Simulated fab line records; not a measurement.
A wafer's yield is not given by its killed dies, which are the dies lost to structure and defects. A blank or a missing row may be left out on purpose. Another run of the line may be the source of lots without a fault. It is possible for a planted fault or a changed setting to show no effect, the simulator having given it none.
Problem report in the 8D (eight disciplines) form, filled by code	flow sfq-line	the parts of the form that need people (team, actions taken, sign-off) are left out

1. PROBLEM STATEMENT
Wafers without a fault read 200.0 nm, standard deviation 0.99; thk-nm at SFQ_TRILAYER_I0_METRO_MEASURE_029 reads a mean of 219.8 nm on 3 wafers belonging to 3 lots. That is +20 standard deviations from the usual mean.
Earliest sighting: wafer L102.6 on film-metro-03 at day 10 03:53. The record has a number at this step for 43 wafers belonging to 15 lots. Rule for "out", or "out of limits": more than 4 standard deviations from the usual mean. The rest of the wafers with a number are treated as sound.

2. WHAT IT IS AND WHAT IT IS NOT
question	is	is not
which readings at this step	thk-nm	-
which lots	L102, L105, L106	L108, L109, L110, L988, L989, L990, L991, L993, L994, L996, L997, L998
which wafers of those lots	L102.6, L105.4, L106.6	L102.3, L105.2, L106.1, L106.3
read on which tools	film-metro-02, film-metro-03, film-metro-04	-
when	from day 10 03:53	up to then (28 sound wafers); but 12 sound wafers of L105, L106, L108, L109, L110 came after

3. WHAT RULES OUT EACH SUSPECT
Counting: any tool at a process step up to the reading remains a suspect provided it ran every lot that is out. Sound lots after the first of them don't rule it out here, since some wafers of a struck lot are sound.
- cmp-01 at SFQ_TRILAYER_I0_CMP_CMP_028 (polishes SiO2): kept. It processed each lot that is out (first: L102, day 9 17:10); up to then, its last sound lot is L998 (day 8 20:10).
Remaining after the count: cmp-01 at SFQ_TRILAYER_I0_CMP_CMP_028.

4. THE CAUSE (what the simulator had put in)
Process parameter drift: cmp-01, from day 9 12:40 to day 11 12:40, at SFQ_TRILAYER_I0_CMP_CMP_028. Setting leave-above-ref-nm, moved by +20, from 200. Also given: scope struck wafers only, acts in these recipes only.
Counting left only this tool.

5. THE CHAIN OF EFFECTS, in route order
One row per reading whose mean, taken over the struck wafers that have a number, lies over 3 standard deviations from the usual. Only readings whose record carries a usual standard deviation are examined. hours: median over the lots of the time between each lot's start at the first step of this table that gives one and its start at this step. sigmas: the change, counted in usual standard deviations.
hours	step	reading	usual	on struck wafers	change	sigmas
0	SFQ_TRILAYER_I0_METRO_MEASURE_029	thk-nm	200.0 nm	219.8	+19.8	+20
83	SFQ_TRILAYER_I0_VIA_ETCH_VIA_ETCH_034	oes-product-au	0.855 a.u.	0.894	+0.039	+7.7
Process steps it contains:
- SFQ_TRILAYER_I0_METRO_MEASURE_029
- SFQ_TRILAYER_I0_VIA_ETCH_VIA_ETCH_034: etches SiO2 in CHF3, stops on Nb, target depth 260 nm.
At these later measuring or inspecting steps, every struck wafer for which the step has a row has a number for every such reading, and none has moved that far: SFQ_R5_OVL_MEAS_935.

6. HOW IT WOULD HAVE BEEN CAUGHT EARLIER
First out-of-limits reading in this record: day 10 03:53, which is 15 hours after fault onset at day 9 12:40.
Tool readings at SFQ_TRILAYER_I0_CMP_CMP_028 with a usual standard deviation given in the record: none out on any struck wafer, hence no alarm at a limit of 4 standard deviations on them.
Lots out: 3; of these, L105, L106 started SFQ_TRILAYER_I0_CMP_CMP_028 on cmp-01 after day 10 03:53. A hold on the tool at that time would have spared those 2.
